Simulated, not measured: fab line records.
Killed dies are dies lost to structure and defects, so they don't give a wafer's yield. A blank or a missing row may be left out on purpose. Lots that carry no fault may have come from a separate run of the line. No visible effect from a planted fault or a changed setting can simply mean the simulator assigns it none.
2 desks looking at one fault    flow gf180mcu    each desk holds nothing but its own numbers, with what lay behind them at the end

== FROM THE METROLOGY DESK ==
What the gauges read for every lot (on any tool): the sampled wafers with a number, averaged. If a lot's mean is further than 4 standard deviations from the usual mean, the lot is out of limits and carries the mark OUT (the distance appears in the brackets).
Columns: A = V4_W_RS at GF_V4_RS_MEAS_24, usual 0.326 ohm/sq; B = V4_W_THK at GF_V4_THK_MEAS_25, usual 351 nm; C = MIM_CVD_05_THK at GF_MIM_THK_MEAS_06, usual 41.8 nm
lot   first seen here  A      B    C
L917  day 24 09:22     0.323  357  42.0
L920  day 25 12:21     0.324  350  42.0
L930  day 28 16:04     0.329  347  40.8
L935  day 30 10:10     0.329  346  41.2
L936  day 30 21:01     0.328  350  41.4
This desk's finding: nothing out of limits on any of the 5 lots.

== DESK OF THE TOOL OWNER: pvd sputter-03 ==
At GF_MIM_SPUTTER_07 (material TiN, target thk 60 nm, time 50 s) the tool's own readings: per lot run on this tool, the mean of the sampled wafers that have a number. If a lot's mean is further than 4 standard deviations from the usual mean, the lot is out of limits and carries the mark OUT (the distance appears in the brackets).
Columns: A = throttle valve pct at GF_MIM_SPUTTER_07, usual 30.0 %
lot   first seen here  A
L917  day 24 10:08     27.6
L930  day 28 16:50     29.1
This desk's finding: nothing out of limits on any of the 2 lots.

== PUT TOGETHER ==
From the metrology desk's view, nothing was out of limits.
The tool owner's desk saw nothing out of limits.

== WHAT HAD BEEN PUT IN BY THE SIMULATOR ==
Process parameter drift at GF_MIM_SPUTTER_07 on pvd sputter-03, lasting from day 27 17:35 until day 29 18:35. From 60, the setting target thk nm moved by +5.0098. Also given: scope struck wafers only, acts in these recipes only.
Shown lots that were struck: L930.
